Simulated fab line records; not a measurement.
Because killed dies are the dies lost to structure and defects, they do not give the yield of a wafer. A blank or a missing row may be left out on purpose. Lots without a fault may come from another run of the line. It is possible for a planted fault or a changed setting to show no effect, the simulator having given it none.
fab line records || flow sky130
[record] {"lots": 5, "wafers": 15, "last_day": 50}
route steps=708 shown LDD_HVN@270 LDD_HVP@278 PAD_OPEN@708
lots untouched by any fault: they come from a run of this same line in which no faults occurred
start_h: hours from the record's first day to the start of the lot's first wafer shown || wait_h: time in hours since the lot's previous step || " identical to the entry in the row above || L1.1+2: several wafers, shown together as one row || - no value present, or no start provided || * or withheld: withheld || < > ~ a bound
route shown NAME@n: NAME is a module with steps in the file, n the number in the route of the first one || usual: average and standard deviation across the fault-free wafers || same: alike in all rows || chamber/n: place in a boat || sites: the reading at each site || _std_site: standard deviation of those values || _edge_site: inner sites' mean taken away from outer sites' mean || radius_mm: for every site, how far away it sits from the centre of the wafer || mask NAME#n: copy n || behind: tool/chamber where the wafer was last shaped || hold: reason for holding the lot/hours on hold/outcome of the hold || device: names the non-switching transistor (n, p or np) || end of line: tests run on the same wafers once the route is complete || a step given without rows: its recipe and nothing more || killed: count of dies lost to structure and defects at first sort (not the wafer's yield) || map: shows each die of a wafer: x if killed, . if not, _ if none is there
set.NAME: the run value of the setting; set.NAME@STEP: its run value at that earlier step || model.NAME: the simulator's own value behind a step, which no gauge read
lots seen at some steps along the route; tables by step, rows by wafer
services: from which hour (start_h, from the record's first day; less than 0 if before it) a tool's chamber was out of use, for how many hours, and why
[[steps]]
[step SKY_LDD_HVN_SOFTBAKE_03]
[recipe] {"temp_c": 90, "time_s": 60, "resist": "NOVOLAK"}
[step SKY_LDD_HVN_EXPOSE_04]
[recipe] {"mask_id": "HVNTM", "na": 0.6, "source_shape": "conventional", "sigma_outer": 0.6, "polarization": "unpolarized", "target_cd_nm": 700, "dose_mj": 127}
[step SKY_LDD_HVN_PEB_05]
[recipe] {"temp_c": "withheld", "time_s": "*", "resist": "NOVOLAK"}
[step SKY_LDD_HVN_DEVELOP_06]
[recipe] {"resist": "NOVOLAK", "developer": "TMAH", "develop_time_s": 60, "dev_temp_c": 23}
[step SKY_LDD_HVN_OVL_MEAS_07]
[usual] {"LDD_HVN_OVL": "0.0/1.2"}
{"lot.wafer": "L428.2", "tool": "overlay-01", "chamber": "-", "start_h": 484.00, "wait_h": 0.1, "LDD_HVN_OVL[nm]": 0.2}
{"lot.wafer": "L428.3", "tool": "overlay-01", "chamber": "-", "start_h": 484.00, "wait_h": 0.1, "LDD_HVN_OVL[nm]": 0.2}
{"lot.wafer": "L428.4", "tool": "overlay-01", "chamber": "-", "start_h": 484.00, "wait_h": 0.1, "LDD_HVN_OVL[nm]": 0.1}
{"lot.wafer": "L435.3", "tool": "overlay-01", "chamber": "-", "start_h": 557.82, "wait_h": 0.1, "LDD_HVN_OVL[nm]": 1.5}
{"lot.wafer": "L435.4", "tool": "overlay-01", "chamber": "-", "start_h": 557.82, "wait_h": 0.1, "LDD_HVN_OVL[nm]": 2.6}
{"lot.wafer": "L435.6", "tool": "overlay-01", "chamber": "-", "start_h": 557.82, "wait_h": 0.1, "LDD_HVN_OVL[nm]": 0.7}
{"lot.wafer": "L437.1", "tool": "overlay-02", "chamber": "-", "start_h": 561.04, "wait_h": 0.1, "LDD_HVN_OVL[nm]": 0.9}
{"lot.wafer": "L437.2", "tool": "overlay-02", "chamber": "-", "start_h": 561.04, "wait_h": 0.1, "LDD_HVN_OVL[nm]": 0.7}
{"lot.wafer": "L437.3", "tool": "overlay-02", "chamber": "-", "start_h": 561.04, "wait_h": 0.1, "LDD_HVN_OVL[nm]": 1.9}
{"lot.wafer": "L445.1", "tool": "overlay-02", "chamber": "-", "start_h": 638.29, "wait_h": 0.1, "LDD_HVN_OVL[nm]": 0.9}
{"lot.wafer": "L445.3", "tool": "overlay-02", "chamber": "-", "start_h": 638.29, "wait_h": 0.1, "LDD_HVN_OVL[nm]": -0.8}
{"lot.wafer": "L445.5", "tool": "overlay-02", "chamber": "-", "start_h": 638.29, "wait_h": 0.1, "LDD_HVN_OVL[nm]": -1.0}
{"lot.wafer": "L446.2", "tool": "overlay-02", "chamber": "-", "start_h": 640.01, "wait_h": 0.1, "LDD_HVN_OVL[nm]": -0.6}
{"lot.wafer": "L446.4", "tool": "overlay-02", "chamber": "-", "start_h": 640.01, "wait_h": 0.1, "LDD_HVN_OVL[nm]": -0.8}
{"lot.wafer": "L446.6", "tool": "overlay-02", "chamber": "-", "start_h": 640.01, "wait_h": 0.1, "LDD_HVN_OVL[nm]": 0.6}
[step SKY_LDD_HVN_IMPLANT_08]
[recipe] {"species": "P", "energy_kev": 60, "dose_cm2": 2.968e+13, "tilt_deg": 40}
[step SKY_LDD_HVN_STRIP_09]
[recipe] {"chemistry": "O2/N2", "power_w": 1400, "pressure_mtorr": 1500, "platen_temp_c": "withheld", "o2_flow_sccm": 3000, "n2_flow_sccm": 300, "overash_fraction": 0.5}
[usual] {"drypump_motor_current_A": "5.7/0.54", "oes_product_au": "0.408/0.0049", "strip_time_to_endpoint_s": "4.127/0.014"}
{"lot.wafer": "L428.2", "tool": "plasma_asher-02", "chamber": 0, "start_h": 484.18, "wait_h": 0.1, "drypump_motor_current_A": 6.1, "oes_product_au": 0.411, "rf_hours_counter_h": 67, "strip_time_to_endpoint_s": 4.150}
{"lot.wafer": "L428.3", "tool": "plasma_asher-02", "chamber": 1, "start_h": 484.18, "wait_h": 0.1, "drypump_motor_current_A": 4.8, "oes_product_au": 0.411, "rf_hours_counter_h": "-", "strip_time_to_endpoint_s": 4.126}
{"lot.wafer": "L428.4", "tool": "plasma_asher-02", "chamber": 0, "start_h": 484.18, "wait_h": 0.1, "drypump_motor_current_A": 6.1, "oes_product_au": 0.406, "rf_hours_counter_h": "-", "strip_time_to_endpoint_s": 4.128}
{"lot.wafer": "L435.3", "tool": "plasma_asher-02", "chamber": 0, "start_h": 558.03, "wait_h": 0.1, "drypump_motor_current_A": 6.1, "oes_product_au": 0.402, "rf_hours_counter_h": "-", "strip_time_to_endpoint_s": 4.127}
{"lot.wafer": "L435.4", "tool": "plasma_asher-02", "chamber": 1, "start_h": 558.03, "wait_h": 0.1, "drypump_motor_current_A": 4.8, "oes_product_au": 0.412, "rf_hours_counter_h": "-", "strip_time_to_endpoint_s": 4.149}
{"lot.wafer": "L435.6", "tool": "plasma_asher-02", "chamber": 0, "start_h": 558.03, "wait_h": 0.1, "drypump_motor_current_A": 6.1, "oes_product_au": 0.413, "rf_hours_counter_h": "-", "strip_time_to_endpoint_s": 4.126}
{"lot.wafer": "L437.1", "tool": "plasma_asher-03", "chamber": 1, "start_h": 561.23, "wait_h": 0.1, "drypump_motor_current_A": 6.2, "oes_product_au": 0.413, "rf_hours_counter_h": 12, "strip_time_to_endpoint_s": 4.141}
{"lot.wafer": "L437.2", "tool": "plasma_asher-03", "chamber": 0, "start_h": 561.23, "wait_h": 0.1, "drypump_motor_current_A": 5.8, "oes_product_au": 0.407, "rf_hours_counter_h": 12, "strip_time_to_endpoint_s": 4.133}
{"lot.wafer": "L437.3", "tool": "plasma_asher-03", "chamber": 0, "start_h": 561.23, "wait_h": 0.1, "drypump_motor_current_A": 5.8, "oes_product_au": 0.409, "rf_hours_counter_h": "-", "strip_time_to_endpoint_s": 4.125}
{"lot.wafer": "L445.1", "tool": "plasma_asher-03", "chamber": 0, "start_h": 638.48, "wait_h": 0.1, "drypump_motor_current_A": 5.9, "oes_product_au": 0.414, "rf_hours_counter_h": 20, "strip_time_to_endpoint_s": 4.133}
{"lot.wafer": "L445.3", "tool": "plasma_asher-03", "chamber": 0, "start_h": 638.48, "wait_h": 0.1, "drypump_motor_current_A": 5.8, "oes_product_au": 0.410, "rf_hours_counter_h": "-", "strip_time_to_endpoint_s": 4.126}
{"lot.wafer": "L445.5", "tool": "plasma_asher-03", "chamber": 0, "start_h": 638.48, "wait_h": 0.1, "drypump_motor_current_A": 5.8, "oes_product_au": 0.413, "rf_hours_counter_h": "-", "strip_time_to_endpoint_s": 4.128}
{"lot.wafer": "L446.2", "tool": "plasma_asher-02", "chamber": 1, "start_h": 640.19, "wait_h": 0.1, "drypump_motor_current_A": 4.8, "oes_product_au": 0.409, "rf_hours_counter_h": 82, "strip_time_to_endpoint_s": 4.153}
{"lot.wafer": "L446.4", "tool": "plasma_asher-02", "chamber": 0, "start_h": 640.19, "wait_h": 0.1, "drypump_motor_current_A": 6.0, "oes_product_au": 0.410, "rf_hours_counter_h": "-", "strip_time_to_endpoint_s": 4.119}
{"lot.wafer": "L446.6", "tool": "plasma_asher-02", "chamber": 1, "start_h": 640.19, "wait_h": 0.1, "drypump_motor_current_A": 4.8, "oes_product_au": 0.405, "rf_hours_counter_h": "-", "strip_time_to_endpoint_s": 4.134}
[step SKY_LDD_HVN_TW_MEAS_10]
[usual] {"LDD_HVN_TW": "1431/7.2"}
{"lot.wafer": "L428.2", "tool": "film_metro-02", "chamber": "-", "start_h": 484.29, "wait_h": 0.1, "LDD_HVN_TW": 1432}
{"lot.wafer": "L428.3", "tool": "film_metro-02", "chamber": "-", "start_h": 484.29, "wait_h": 0.1, "LDD_HVN_TW": 1432}
{"lot.wafer": "L428.4", "tool": "film_metro-02", "chamber": "-", "start_h": 484.29, "wait_h": 0.1, "LDD_HVN_TW": 1441}
{"lot.wafer": "L435.3", "tool": "film_metro-01", "chamber": "-", "start_h": 558.11, "wait_h": 0.1, "LDD_HVN_TW": 1428}
{"lot.wafer": "L435.4", "tool": "film_metro-01", "chamber": "-", "start_h": 558.11, "wait_h": 0.1, "LDD_HVN_TW": 1424}
{"lot.wafer": "L435.6", "tool": "film_metro-01", "chamber": "-", "start_h": 558.11, "wait_h": 0.1, "LDD_HVN_TW": 1422}
{"lot.wafer": "L437.1", "tool": "film_metro-01", "chamber": "-", "start_h": 561.33, "wait_h": 0.1, "LDD_HVN_TW": 1422}
{"lot.wafer": "L437.2", "tool": "film_metro-01", "chamber": "-", "start_h": 561.33, "wait_h": 0.1, "LDD_HVN_TW": 1437}
{"lot.wafer": "L437.3", "tool": "film_metro-01", "chamber": "-", "start_h": 561.33, "wait_h": 0.1, "LDD_HVN_TW": 1428}
{"lot.wafer": "L445.1", "tool": "film_metro-03", "chamber": "-", "start_h": 638.58, "wait_h": 0.1, "LDD_HVN_TW": 1442}
{"lot.wafer": "L445.3", "tool": "film_metro-03", "chamber": "-", "start_h": 638.58, "wait_h": 0.1, "LDD_HVN_TW": 1441}
{"lot.wafer": "L445.5", "tool": "film_metro-03", "chamber": "-", "start_h": 638.58, "wait_h": 0.1, "LDD_HVN_TW": 1432}
{"lot.wafer": "L446.2", "tool": "film_metro-01", "chamber": "-", "start_h": 640.30, "wait_h": 0.1, "LDD_HVN_TW": 1433}
{"lot.wafer": "L446.4", "tool": "film_metro-01", "chamber": "-", "start_h": 640.30, "wait_h": 0.1, "LDD_HVN_TW": 1425}
{"lot.wafer": "L446.6", "tool": "film_metro-01", "chamber": "-", "start_h": 640.30, "wait_h": 0.1, "LDD_HVN_TW": 1425}
[step SKY_LDD_HVP_DEHYDRATE_00]
[recipe] {"temp_c": 200, "time_s": 60}
[step SKY_LDD_HVP_HMDS_01]
[recipe] {"prime_time_s": 60, "prime_temp_c": 120}
[step SKY_LDD_HVP_COAT_02]
[recipe] {"resist": "NOVOLAK", "spin_rpm": 3000, "resist_thk_nm": 300}
[step SKY_LDD_HVP_SOFTBAKE_03]
[recipe] {"temp_c": 90, "time_s": 60, "resist": "NOVOLAK"}
[step SKY_LDD_HVP_EXPOSE_04]
[recipe] {"mask_id": "HVPTM", "na": 0.6, "source_shape": "conventional", "sigma_outer": 0.6, "polarization": "unpolarized", "target_cd_nm": 700, "dose_mj": 86}
{"lot.wafer": "L428.2+3+4", "tool": "iline_stepper-02", "chamber": 0, "start_h": 499.79, "wait_h": "-", "mask": "HVPTM#0"}
{"lot.wafer": "L435.3+4+6", "tool": "iline_stepper-01", "chamber": 0, "start_h": 573.22, "wait_h": "-", "mask": "HVPTM#0"}
{"lot.wafer": "L437.1+2+3", "tool": "iline_stepper-02", "chamber": 0, "start_h": 576.28, "wait_h": "-", "mask": "HVPTM_R1#0"}
{"lot.wafer": "L445.1+3+5", "tool": "iline_stepper-01", "chamber": 0, "start_h": 652.53, "wait_h": "-", "mask": "HVPTM#0"}
{"lot.wafer": "L446.2+4+6", "tool": "iline_stepper-02", "chamber": 0, "start_h": 654.35, "wait_h": "-", "mask": "HVPTM#0"}
[step SKY_LDD_HVP_PEB_05]
[recipe] {"temp_c": "withheld", "time_s": "*", "resist": "NOVOLAK"}
[step SKY_PAD_OPEN_PROBE_99]
[usual] {"killed_at_M0_to_M3": "42/6.4", "killed_at_M4_up": "2.9/1.7", "killed_at_contacts": "25/5.2", "killed_at_front_end": "16/4.4", "killed_at_other": "0.4/0.65", "killed_dies": "86/9.2", "killed_on_rim": "17/3.9", "killed_open": "47/6.6", "killed_short": "39/5.8"}
[same] {"gross_dies": 492, "killed_at_back_side": 0}
{"lot.wafer": "L428.2", "tool": "prober-02", "chamber": "-", "start_h": 1083.01, "wait_h": 0.1, "killed_at_M0_to_M3": 46, "killed_at_M4_up": 1, "killed_at_contacts": 25, "killed_at_front_end": 10, "killed_at_other": 0, "killed_dies": 82, "killed_on_rim": 14, "killed_open": 48, "killed_short": 34}
{"lot.wafer": "L428.3", "tool": "prober-02", "chamber": "-", "start_h": 1083.06, "wait_h": 0.2, "killed_at_M0_to_M3": 50, "killed_at_M4_up": 4, "killed_at_contacts": 32, "killed_at_front_end": 21, "killed_at_other": 1, "killed_dies": 108, "killed_on_rim": 19, "killed_open": 52, "killed_short": 54}
{"lot.wafer": "L428.4", "tool": "prober-02", "chamber": "-", "start_h": 1083.11, "wait_h": 0.2, "killed_at_M0_to_M3": 39, "killed_at_M4_up": 5, "killed_at_contacts": 36, "killed_at_front_end": 20, "killed_at_other": 0, "killed_dies": 100, "killed_on_rim": 24, "killed_open": 57, "killed_short": 42}
{"lot.wafer": "L435.3", "tool": "prober-02", "chamber": "-", "start_h": 1141.14, "wait_h": 0.2, "killed_at_M0_to_M3": 43, "killed_at_M4_up": 1, "killed_at_contacts": 22, "killed_at_front_end": 14, "killed_at_other": 0, "killed_dies": 80, "killed_on_rim": 15, "killed_open": 43, "killed_short": 37}
{"lot.wafer": "L435.4", "tool": "prober-02", "chamber": "-", "start_h": 1141.19, "wait_h": 0.2, "killed_at_M0_to_M3": 34, "killed_at_M4_up": 6, "killed_at_contacts": 19, "killed_at_front_end": 8, "killed_at_other": 0, "killed_dies": 67, "killed_on_rim": 14, "killed_open": 33, "killed_short": 34}
{"lot.wafer": "L435.6", "tool": "prober-02", "chamber": "-", "start_h": 1141.29, "wait_h": 0.2, "killed_at_M0_to_M3": 38, "killed_at_M4_up": 3, "killed_at_contacts": 20, "killed_at_front_end": 17, "killed_at_other": 1, "killed_dies": 79, "killed_on_rim": 17, "killed_open": 40, "killed_short": 38}
{"lot.wafer": "L437.1", "tool": "prober-02", "chamber": "-", "start_h": 1142.44, "wait_h": 0.1, "killed_at_M0_to_M3": 33, "killed_at_M4_up": 5, "killed_at_contacts": 22, "killed_at_front_end": 341, "killed_at_other": 0, "killed_dies": 401, "killed_on_rim": 95, "killed_open": 44, "killed_short": 30}
{"lot.wafer": "L437.2", "tool": "prober-02", "chamber": "-", "start_h": 1142.49, "wait_h": 0.1, "killed_at_M0_to_M3": 52, "killed_at_M4_up": 4, "killed_at_contacts": 26, "killed_at_front_end": 322, "killed_at_other": 0, "killed_dies": 404, "killed_on_rim": 95, "killed_open": 58, "killed_short": 41}
{"lot.wafer": "L437.3", "tool": "prober-02", "chamber": "-", "start_h": 1142.54, "wait_h": 0.2, "killed_at_M0_to_M3": 36, "killed_at_M4_up": 1, "killed_at_contacts": 20, "killed_at_front_end": 336, "killed_at_other": 1, "killed_dies": 394, "killed_on_rim": 95, "killed_open": 35, "killed_short": 39}
{"lot.wafer": "L445.1", "tool": "prober-01", "chamber": "-", "start_h": 1186.97, "wait_h": 0.1, "killed_at_M0_to_M3": 48, "killed_at_M4_up": 2, "killed_at_contacts": 35, "killed_at_front_end": 20, "killed_at_other": 0, "killed_dies": 105, "killed_on_rim": 21, "killed_open": 61, "killed_short": 44}
{"lot.wafer": "L445.3", "tool": "prober-01", "chamber": "-", "start_h": 1187.07, "wait_h": 0.2, "killed_at_M0_to_M3": 37, "killed_at_M4_up": 0, "killed_at_contacts": 25, "killed_at_front_end": 12, "killed_at_other": 0, "killed_dies": 74, "killed_on_rim": 9, "killed_open": 44, "killed_short": 30}
{"lot.wafer": "L445.5", "tool": "prober-01", "chamber": "-", "start_h": 1187.17, "wait_h": 0.2, "killed_at_M0_to_M3": 38, "killed_at_M4_up": 3, "killed_at_contacts": 21, "killed_at_front_end": 18, "killed_at_other": 1, "killed_dies": 81, "killed_on_rim": 18, "killed_open": 38, "killed_short": 43}
// killed by level:class
L428.2 VIA2:geometric_particle:open=12 VIA1:geometric_particle:open=11 LI_CONTACT:geometric_particle:open=7 CONTACT:geometric_particle:open=7 CONTACT:geometric_particle:short=5 METAL2:geometric_particle:short=5 METAL1:geometric_particle:short=5 FIELD_ISO:geometric_particle:open=4
L428.3 CONTACT:geometric_particle:open=11 VIA3:geometric_particle:open=10 VIA2:geometric_particle:open=9 CONTACT:geometric_particle:short=7 LI_CONTACT:geometric_particle:open=6 FIELD_ISO:geometric_particle:short=5 POLY_GATE:geometric_particle:open=5 LOCAL_INTERCONNECT:geometric_particle:short=5
L428.4 CONTACT:geometric_particle:open=17 VIA1:geometric_particle:open=8 VIA2:geometric_particle:open=7 LI_CONTACT:geometric_particle:open=6 LOCAL_INTERCONNECT:geometric_particle:short=6 FIELD_ISO:geometric_particle:short=5 CONTACT:geometric_particle:short=5 VIA3:geometric_particle:short=5
L435.3 VIA2:geometric_particle:open=8 VIA3:geometric_particle:open=7 VIA1:geometric_particle:open=7 CONTACT:geometric_particle:open=6 FIELD_ISO:geometric_particle:open=5 LI_CONTACT:geometric_particle:open=5 CONTACT:geometric_particle:short=5 METAL1:geometric_particle:short=5
L435.4 CONTACT:geometric_particle:open=6 METAL3:geometric_particle:short=6 VIA1:geometric_particle:open=5 LI_CONTACT:geometric_particle:open=4 VIA3:geometric_particle:open=4 POLY_GATE:geometric_particle:short=3 LI_CONTACT:geometric_particle:short=3 CONTACT:geometric_particle:short=3
L435.6 VIA3:geometric_particle:open=9 CONTACT:geometric_particle:open=8 METAL1:geometric_particle:short=6 POLY_GATE:geometric_particle:open=5 FIELD_ISO:geometric_particle:short=4 VIA1:geometric_particle:open=4 CONTACT:geometric_particle:short=4 METAL2:geometric_particle:short=4
L437.1 LDD_HVP:area_expose=327 CONTACT:geometric_particle:open=10 FIELD_ISO:geometric_particle:open=5 LI_CONTACT:geometric_particle:open=5 VIA1:geometric_particle:open=5 VIA2:geometric_particle:open=5 VIA3:geometric_particle:open=5 FIELD_ISO:geometric_particle:short=4
L437.2 LDD_HVP:area_expose=305 VIA1:geometric_particle:open=14 LI_CONTACT:geometric_particle:open=11 CONTACT:geometric_particle:open=8 VIA1:geometric_particle:short=8 VIA2:geometric_particle:open=6 FIELD_ISO:geometric_particle:open=5 METAL1:geometric_particle:short=5
L437.3 LDD_HVP:area_expose=320 CONTACT:geometric_particle:open=8 VIA3:geometric_particle:open=6 VIA1:geometric_particle:open=6 POLY_GATE:geometric_particle:short=5 LI_CONTACT:geometric_particle:open=5 VIA1:geometric_particle:short=5 VIA2:geometric_particle:open=5
L445.1 CONTACT:geometric_particle:open=15 VIA1:geometric_particle:open=10 LI_CONTACT:geometric_particle:open=8 POLY_GATE:geometric_particle:short=7 METAL2:geometric_particle:short=7 VIA2:geometric_particle:open=7 POLY_GATE:geometric_particle:open=6 CONTACT:geometric_particle:short=6
L445.3 LI_CONTACT:geometric_particle:open=8 CONTACT:geometric_particle:open=7 VIA1:geometric_particle:open=7 LOCAL_INTERCONNECT:geometric_particle:short=6 VIA3:geometric_particle:open=6 FIELD_ISO:geometric_particle:short=5 METAL2:geometric_particle:short=5 FIELD_ISO:geometric_particle:open=4
L445.5 VIA1:geometric_particle:open=11 CONTACT:geometric_particle:open=10 METAL3:geometric_particle:short=8 FIELD_ISO:geometric_particle:short=7 POLY_GATE:geometric_particle:short=5 VIA3:geometric_particle:open=5 CONTACT:geometric_particle:short=4 FIELD_ISO:geometric_particle:open=2
// map L437.2 (x killed, . not)
__________xxxxxxxxxx_________
________xxxxxxxxxxxxxx_______
______xxxxxxxxxx.xxxxxxx_____
_____xxxxxxxxxxxxxxxxxxxx____
____xx.xxxx.xxxxxx.xxxxxxx___
___xxxxxxx.x.xx.xxxxxxxxxxx__
__xxxxxx.xxxxx.xx.x.xxxxxxxx_
_xxxxxx..x.xxx.x.x.xxxxxxxxxx
_xxxxxxxxxx.xxx..xx.x..xxxxxx
_xx.xxxx..x.x.x..xx.xxxxxxxxx
_xxx.xx.xxxx....x..xx.xxxxxxx
_xxxxxxxxxxx...xxx.x.xxxxxxxx
_xxxx.x.xx..x.x.x..x.x.xxxxxx
_xxxxxxx..xx...xxxx.xxxxxxxxx
_xxx..xxxx.xxx...xx..xx.xxxxx
__xxxxxxxxx.x..xx.x...xxxxxx_
___xxxxxxxx.xx.x..xxxxxxxxx__
____xxxxxx.xxxxxx.x.xxxxxx___
_____xxxxxxxx.xxx.xxxxxxx____
______xx.xxxxx.xxxxxxxxx_____
________xxxxxxxxxxxxxx_______
__________xxxxxxxxxx_________
// map L428.3 (x killed, . not)
__________.........._________
________....x....x...._______
______.x...........x...._____
_____....xxx...x.x.......____
____..xx....x....x....x...___
___.xxx.xx..x.xx.x..x..x.x.__
__....x.........xx....xx...._
_.....x......x.x.x.x.x.......
_.x................x........x
_x....x......xx.....x...xx...
_.x......x..xx.............x.
_..x.......xx....x..x..xxx...
_..x..x...x.............x.xx.
_.....x...x...x.........x....
_x...x.......x.....x....x.x..
__.x.x...xxx.......x.x.....x_
___...x...x........xx....xx__
____......xxx..x.x.......x___
_____.....x.....x........____
______x.x............x.._____
________xx.x.x........_______
__________..x....xx._________
[[services]]
{"tool": "plasma_asher-02", "chamber": "-", "start_h": 465.18, "hours": 2.8, "kind": "pm"}
{"tool": "iline_stepper-02", "chamber": "-", "start_h": 467.90, "hours": 1.7, "kind": "pm"}
{"tool": "iline_stepper-01", "chamber": "-", "start_h": 479.14, "hours": 6.7, "kind": "repair"}
{"tool": "iline_stepper-02", "chamber": 0, "start_h": 483.70, "hours": "-", "kind": "calibration"}
{"tool": "plasma_asher-02", "chamber": "-", "start_h": 487.95, "hours": 0.7, "kind": "repair"}
{"tool": "iline_stepper-01", "chamber": "-", "start_h": 517.06, "hours": 0.7, "kind": "repair"}
{"tool": "iline_stepper-01", "chamber": "-", "start_h": 542.22, "hours": 1.7, "kind": "pm"}
{"tool": "iline_stepper-02", "chamber": "-", "start_h": 544.51, "hours": 13.6, "kind": "repair"}
{"tool": "iline_stepper-01", "chamber": "-", "start_h": 621.01, "hours": 8.9, "kind": "pm"}
{"tool": "iline_stepper-01", "chamber": 0, "start_h": 628.31, "hours": "-", "kind": "calibration"}
{"tool": "plasma_asher-02", "chamber": "-", "start_h": 628.43, "hours": 3.0, "kind": "repair"}
[[key]]
[first_sign] {"step": "SKY_LDD_HVP_EXPOSE_04", "reading": "mask", "direction": "changed"}
[effect] {"step": "SKY_PAD_OPEN_PROBE_99", "reading": "killed_at_front_end", "direction": "up", "sigmas": 73, "usual": 16, "struck": 333}
[more_kills_born_at] {"SKY_LDD_HVP_EXPOSE_04@iline_stepper-02": 952}
met_at SKY_LDD_HVP_EXPOSE_04
struck_wafers L437.1,L437.2,L437.3
tester_left_out L437
onset_between 499.79 576.28
[fault] {"kind": "wrong_mask", "tool": "any", "chamber": "-", "onset_h": 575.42, "steps": "SKY_LDD_HVP_EXPOSE_04", "aux_copy": "HVPTM_R1#0", "cd_offset_nm": -140, "scope": "struck_lots_only"}
// tester_left_out: of these lots the tester's yield and bins aren't shown, on N5 and GAA mostly nor the transistor test; their killed dies are dies lost to structure and defects alone, not to doping, threshold or leakage, so they don't give the yield
